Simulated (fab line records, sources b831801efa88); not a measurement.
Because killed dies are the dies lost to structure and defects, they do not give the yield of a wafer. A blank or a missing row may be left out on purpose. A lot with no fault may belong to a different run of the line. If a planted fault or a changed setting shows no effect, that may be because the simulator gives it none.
Which tool is to blame?    flow gf180mcu    Sampling: 13 lots, 39 wafers, 5 of 602 route steps

== WHAT EACH GAUGE READ, for each wafer ==
GF_VT_IMPLANT_TW_MEAS_10.
lot   measured      on             VT_IMPLANT_TW
L699  day 5 13:01   film metro-02  565 563 559
L700  day 5 20:37   film metro-04  571 570 569
L703  day 7 02:51   film metro-01  569 573 574
L706  day 7 16:14   film metro-04  572 565 566
L707  day 8 02:03   film metro-01  572 567 568
L708  day 8 08:47   film metro-01  570 568 567
L709  day 8 12:09   film metro-02  561 561 563
L710  day 8 14:07   film metro-01  566 570 566
L712  day 9 02:12   film metro-02  571 565 571
L713  day 9 09:08   film metro-01  569 569 566
L720  day 11 00:29  film metro-02  565 567 566
L721  day 11 07:20  film metro-02  566 564 568
L722  day 11 16:36  film metro-01  569 573 571

GF_SALICIDE_THK_MEAS_05: measures by xrf.
lot   measured      on             SALICIDE_TIN_THK (nm)
L699  day 14 22:09  film metro-03  19.93 19.92 20.04
L700  day 15 13:26  film metro-01  18.87 19.20 19.29
L703  day 17 10:04  film metro-01  19.63 19.50 19.75
L706  day 18 01:49  film metro-01  19.26 19.44 19.28
L707  day 18 20:23  film metro-01  19.69 19.63 19.65
L708  day 19 07:10  film metro-03  19.51 19.43 19.49
L709  day 19 07:53  film metro-01  19.82 20.01 20.14
L710  day 19 22:55  film metro-01  19.69 19.90 19.53
L712  day 20 06:36  film metro-04  19.81 19.86 19.83
L713  day 20 21:05  film metro-03  19.13 19.22 19.48
L720  day 22 18:20  film metro-03  21.09 20.94 20.96 21.02 20.89 20.96
L721  day 22 22:40  film metro-04  21.09 20.99 21.12 21.17 20.95 21.11
L722  day 23 18:45  film metro-01  19.76 19.52 19.88

GF_CONTACT_THK_MEAS_03.
lot   measured      on             CONTACT_CVD_02_THK (nm)
L699  day 14 23:02  film metro-04  854 868 870
L700  day 15 13:58  film metro-02  876 884 881
L703  day 17 10:36  film metro-04  864 847 884
L706  day 18 02:21  film metro-02  872 881 871
L707  day 18 20:55  film metro-02  860 861 868
L708  day 19 07:41  film metro-03  849 852 846
L709  day 19 08:24  film metro-03  848 863 853
L710  day 19 23:29  film metro-04  858 867 879
L712  day 20 07:08  film metro-04  855 846 877
L713  day 20 21:38  film metro-04  849 866 859
L720  day 22 20:53  film metro-04  854 860 866
L721  day 23 03:17  film metro-03  870 873 882
L722  day 23 19:17  film metro-02  863 876 887

GF_V1_BOW_MEAS_05.
lot   measured      on             V1_BOW (um)
L699  day 16 22:32  film metro-02  79 88 74
L700  day 17 15:27  film metro-02  79 78 85
L703  day 19 10:47  film metro-02  69 84 73
L706  day 20 02:50  film metro-03  76 73 78
L707  day 21 00:28  film metro-03  74 66 82
L708  day 21 11:05  film metro-01  86 82 81
L709  day 21 12:17  film metro-01  84 78 86
L710  day 22 03:20  film metro-03  92 87 87
L712  day 22 09:36  film metro-01  79 73 74
L713  day 23 01:04  film metro-01  72 85 72
L720  day 24 19:46  film metro-03  85 92 86
L721  day 24 23:41  film metro-01  79 74 68
L722  day 25 18:17  film metro-01  72 70 67

== TOOL THAT RAN EACH LOT (tool first, then ch and the chambers of the sampled wafers, then the start) ==
lot   GF_SALICIDE_SPUTTER_03
L699  pvd sputter-02, day 14 21:59
L700  pvd sputter-03, day 15 13:17
L703  pvd sputter-04, day 17 09:56
L706  pvd sputter-04, day 18 01:40
L707  pvd sputter-03, day 18 20:13
L708  pvd sputter-03, day 19 07:01
L709  pvd sputter-02, day 19 07:43
L710  pvd sputter-03, day 19 22:46
L712  pvd sputter-04, day 20 06:26
L713  pvd sputter-04, day 20 20:56
L720  pvd sputter-03, day 22 18:10
L721  pvd sputter-03, day 22 22:31
L722  pvd sputter-04, day 23 18:37
- GF_SALICIDE_SPUTTER_03: material TiN, target thk 20 nm, time 16.7 s.

== AS READ BY THE TOOLS THEMSELVES (means over the sampled wafers that have a number; for cases with no such wafer, the mark the record gives instead) ==
GF_SALICIDE_SPUTTER_03.
lot   tool            chamber pressure pa (Pa)  throttle valve pct (%)
L699  pvd sputter-02  0.4000                    30.6
L700  pvd sputter-03  0.4003                    30.7
L703  pvd sputter-04  0.4000                    28.9
L706  pvd sputter-04  0.3988                    29.0
L707  pvd sputter-03  0.3998                    30.8
L708  pvd sputter-03  0.4004                    30.4
L709  pvd sputter-02  0.4001                    30.9
L710  pvd sputter-03  0.4008                    30.5
L712  pvd sputter-04  0.4002                    30.1
L713  pvd sputter-04  0.4009                    30.2
L720  pvd sputter-03  0.2511                    38.4
L721  pvd sputter-03  0.2524                    38.2
L722  pvd sputter-04  0.4005                    29.1

== THE ANSWER, worked out from the rows above alone ==
Rule: the usual values come from the lots themselves. The widest of any qualifying gaps counts: lots, ordered by their means at a reading, are off when they make up no more than a third of the lots, leave a main group of 4 or more, and stand apart from it by 3 or more times the standard deviation of that group's means. A main group whose means are all the same, to the digits that the tables above print for the reading, isn't used. Also off: a lot with no number at a reading for which 4 or more lots have one. Where the step has rows for the other lots, those lots are counted as sound. After the gauges, taken in route order, come the tools' own readings; for these a lot's mean is taken, as printed above. At the first step where some lot is off, the reading lying furthest off is the one used; lots without a number count as furthest.
Off: at GF_SALICIDE_THK_MEAS_05 (SALICIDE_TIN_THK), L720, L721. The main group has a mean of 19.61 nm with a standard deviation of 0.27.
If a tool, at a process step before that reading, ran all the lots that are off and no sound lot after the first of them, it fits. The gauges at GF_SALICIDE_THK_MEAS_05 aren't tried: what is off there is off at GF_SALICIDE_SPUTTER_03 too, on other tools, and a gauge's error can't cause that. One candidate fits, namely pvd sputter-03 at GF_SALICIDE_SPUTTER_03. Its last sound lot is L710 (day 19 22:46), its first lot that is off L720 (day 22 18:10): a fault that began between those two fits.
The tool's own readings at GF_SALICIDE_SPUTTER_03 bear it out: on the lots that are off they differ by more than 5 times the standard deviation of the sound lots' means. chamber pressure pa reads 0.2518 Pa there against 0.4002 Pa on the sound lots; throttle valve pct reads 38.3 % there against 30.1 % on the sound lots.

== WHAT HAD BEEN PUT IN BY THE SIMULATOR ==
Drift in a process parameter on pvd sputter-03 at GF_SALICIDE_SPUTTER_03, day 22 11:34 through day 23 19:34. A move of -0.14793 in setting chamber pressure pa, from 0.4. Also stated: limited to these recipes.
Lots struck among those shown: L720, L721. The rule given above showed the same thing.
